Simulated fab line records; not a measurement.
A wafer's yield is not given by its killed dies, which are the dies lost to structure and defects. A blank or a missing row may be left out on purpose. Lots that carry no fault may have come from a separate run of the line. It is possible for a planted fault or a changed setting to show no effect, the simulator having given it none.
A struck lot beside a sound one + flow sfq line + 42 out of 325 route steps
Sound: these wafers, L987.1, L987.2, L987.5. Struck: wafer L997.2 (left out: L997.4, L997.6 of the same lot, which were not struck); the cause appears at the end.
Order at every step that has rows: each side's tool, ch and its chambers, its first start. Under that, the readings that differ: sound wafers + struck wafers + difference of the means + sigmas: that difference in standard deviations of wafers without a fault.
alike: words and numbers the same on both sides, and readings whose means are apart by under 2 such deviations; not compared: readings that were withheld, readings missing a value for some wafer, numbers with overlapping values and no deviation given by the record, and bounds like >300 which may hide the same value.
A row with sigmas, a row that says differs or no value, or rows on one side alone: a step with any of these is where the two part. Numbers that have no deviation but don't overlap get no sigmas and don't part them. A reading that every wafer of one side lacks parts them only if that side has two wafers or more.

first, 6 steps without rows for these wafers: SFQ_TRILAYER_I2_VIA_LITHO_COAT_072 (resist thk 62 nm); SFQ_TRILAYER_I2_VIA_LITHO_COAT_067 (resist thk 650 nm); SFQ_TRILAYER_I2_VIA_LITHO_SOFTBAKE_071; SFQ_TRILAYER_I2_VIA_LITHO_EXPOSE_068 (exposes mask I2, target cd 500 nm); SFQ_TRILAYER_I2_VIA_LITHO_PEB_070 (peb time 60 s); SFQ_TRILAYER_I2_VIA_LITHO_DEVELOP_069 (time 60 s).
SFQ_I2_OVL_MEAS_918:
  struck on overlay-02, day 32 15:44; sound on overlay-02, day 26 04:11
  alike: I2_OVL
then, 2 steps without rows for these wafers: SFQ_TRILAYER_I2_VIA_BARC_OPEN_VIA_ETCH_096 (etches BARC in O2, target depth 125 nm, time 41.7 s); SFQ_TRILAYER_I2_VIA_ETCH_VIA_ETCH_070 (etches SiO2 in CHF3, stops on Nb, target depth 260 nm).
SFQ_TRILAYER_I2_VIA_STRIP_STRIP_071: strips in O2.
  sound on rie metal-03 ch 0,1, day 26 04:23; struck on rie metal-02 ch 0, day 32 15:56
  alike: drypump motor current A, oes product au
  not compared: rf hours counter h
then, 2 steps without rows for these wafers: SFQ_TRILAYER_I2_VIA_STRIP_SOLV_CLEAN_072 (cleans in NMP, time 600 s); SFQ_TRILAYER_M3_DEP_PRE_CLEAN_074 (time 22.5 s).
SFQ_TRILAYER_M3_DEP_SPUTTER_073: material Nb, target thk 200 nm, time 133.3 s.
  struck on pvd sputter-06, day 32 16:44; sound on pvd sputter-03, day 26 05:11
| reading                                             | sound             | struck | difference | sigmas |
|-----------------------------------------------------|-------------------|--------|------------|--------|
| model.Nb_of_TRILAYER_M3_DEP_SPUTTER_073.thk nm (nm) | 200.5 201.8 199.8 | 158.1  | -42.6      |        |
  alike: chamber pressure pa, throttle valve pct
SFQ_M3_RS_MEAS_919: uses a four-point probe to measure.
  struck on film metro-03, day 32 16:50; sound on film metro-01, day 26 05:17
| reading           | sound             | struck | difference | sigmas |
|-------------------|-------------------|--------|------------|--------|
| M3_NB_RS (ohm/sq) | 0.886 0.883 0.890 | 1.126  | +0.240     | +22    |
then, 6 steps without rows for these wafers: SFQ_TRILAYER_M3_LITHO_COAT_080 (resist thk 62 nm); SFQ_TRILAYER_M3_LITHO_COAT_075 (resist thk 600 nm); SFQ_TRILAYER_M3_LITHO_SOFTBAKE_079; SFQ_TRILAYER_M3_LITHO_EXPOSE_076 (exposes mask M3, target cd 500 nm); SFQ_TRILAYER_M3_LITHO_PEB_078 (peb time 60 s); SFQ_TRILAYER_M3_LITHO_DEVELOP_077 (time 60 s).
-- the record jumps here: 6 days lie between the struck wafers' starts before and after --
SFQ_M3_OVL_MEAS_921:
  struck on overlay-02, day 38 21:15; sound on overlay-01, day 26 18:13
  alike: M3_OVL
SFQ_TRILAYER_M3_BARC_OPEN_METAL_ETCH_100: etches BARC in O2, target depth 125 nm, time 41.7 s.
  sound on rie metal-04 ch 1, day 26 18:15; struck on rie metal-04 ch 1, day 38 21:17
  alike: drypump motor current A, oes product au
  not compared: rf hours counter h
SFQ_TRILAYER_M3_ETCH_METAL_ETCH_078: etches Nb in Cl2/Ar, stops on SiO2, target depth 240 nm, time 120 s.
  sound on rie metal-04 ch 1, day 26 18:22; struck on rie metal-04 ch 1, day 38 21:20
| reading               | sound             | struck | difference | sigmas |
|-----------------------|-------------------|--------|------------|--------|
| oes product au (a.u.) | 0.894 0.891 0.894 | 0.780  | -0.113     | -15    |
  alike: drypump motor current A
  not compared: rf hours counter h
SFQ_TRILAYER_M3_STRIP_STRIP_079: strips in O2.
  sound on rie metal-04 ch 1, day 26 18:37; struck on rie metal-04 ch 1, day 38 21:28
| reading               | sound             | struck | difference | sigmas |
|-----------------------|-------------------|--------|------------|--------|
| oes product au (a.u.) | 0.984 0.974 0.999 | 1.000  | +0.014     | +2     |
  alike: drypump motor current A
  not compared: rf hours counter h
then, 3 steps without rows for these wafers: SFQ_TRILAYER_M3_STRIP_SOLV_CLEAN_080 (cleans in NMP, time 600 s); SFQ_TRILAYER_I3_DEP_PECVD_081 (deposits SiO2 from SiH4/N2O, time 111.11 s, target thk 500 nm); SFQ_TRILAYER_I3_CMP_CMP_082 (polishes SiO2).
SFQ_I3_BOW_MEAS_922:
  struck on film metro-01, day 39 01:20; sound on film metro-02, day 28 13:08
  alike: I3_BOW
SFQ_TRILAYER_I3_METRO_MEASURE_083:
  struck on film metro-01, day 39 01:38; sound on film metro-02, day 28 13:15
  alike: thk nm
then, 6 steps without rows for these wafers: SFQ_TRILAYER_I3_VIA_LITHO_COAT_090 (resist thk 62 nm); SFQ_TRILAYER_I3_VIA_LITHO_COAT_085 (resist thk 650 nm); SFQ_TRILAYER_I3_VIA_LITHO_SOFTBAKE_089; SFQ_TRILAYER_I3_VIA_LITHO_EXPOSE_086 (exposes mask I3, target cd 500 nm); SFQ_TRILAYER_I3_VIA_LITHO_PEB_088 (peb time 60 s); SFQ_TRILAYER_I3_VIA_LITHO_DEVELOP_087 (time 60 s).
SFQ_I3_OVL_MEAS_923:
  struck on overlay-02, day 39 04:54; sound on overlay-01, day 34 14:32
  alike: I3_OVL
then, 2 steps without rows for these wafers: SFQ_TRILAYER_I3_VIA_BARC_OPEN_VIA_ETCH_121 (etches BARC in O2, target depth 125 nm, time 41.7 s); SFQ_TRILAYER_I3_VIA_ETCH_VIA_ETCH_088 (etches SiO2 in CHF3, stops on Nb, target depth 260 nm).
SFQ_TRILAYER_I3_VIA_STRIP_STRIP_089: strips in O2.
  sound on rie metal-03 ch 0,1, day 34 14:44; struck on rie metal-01 ch 0, day 39 05:05
  alike: drypump motor current A, oes product au
  not compared: rf hours counter h
then, 2 steps without rows for these wafers: SFQ_TRILAYER_I3_VIA_STRIP_SOLV_CLEAN_090 (cleans in NMP, time 600 s); SFQ_TRILAYER_M4_DEP_PRE_CLEAN_092 (time 22.5 s).
-- the record jumps here: 47 days lie between the struck wafers' starts before and after --
SFQ_M8_BOW_MEAS_951:
  struck on film metro-02, day 86 10:20; sound on film metro-04, day 83 23:28
| reading                 | sound                | struck | difference | sigmas |
|-------------------------|----------------------|--------|------------|--------|
| model.etest.m3.ohm um   | 1.782 1.765 1.784    | 2.254  | +0.477     |        |
| model.etest.i2.link ohm | 1.959 1.95 1.957     | 2.256  | +0.301     |        |
| model.etest.m3.ohm sq   | 0.8869 0.8813 0.8899 | 1.125  | +0.239     |        |
| model.etest.i3.link ohm | 1.948 1.944 1.956    | 2.225  | +0.276     |        |
  alike: M8_BOW

== WHERE THEY PART ==
First at SFQ_M3_RS_MEAS_919; last, within this record, at SFQ_TRILAYER_M3_STRIP_STRIP_079. Later steps at which nothing parts them and some readings are alike: SFQ_I3_BOW_MEAS_922, SFQ_TRILAYER_I3_METRO_MEASURE_083, SFQ_I3_OVL_MEAS_923, SFQ_TRILAYER_I3_VIA_STRIP_STRIP_089, SFQ_M8_BOW_MEAS_951.

WHY: what the simulator had put in
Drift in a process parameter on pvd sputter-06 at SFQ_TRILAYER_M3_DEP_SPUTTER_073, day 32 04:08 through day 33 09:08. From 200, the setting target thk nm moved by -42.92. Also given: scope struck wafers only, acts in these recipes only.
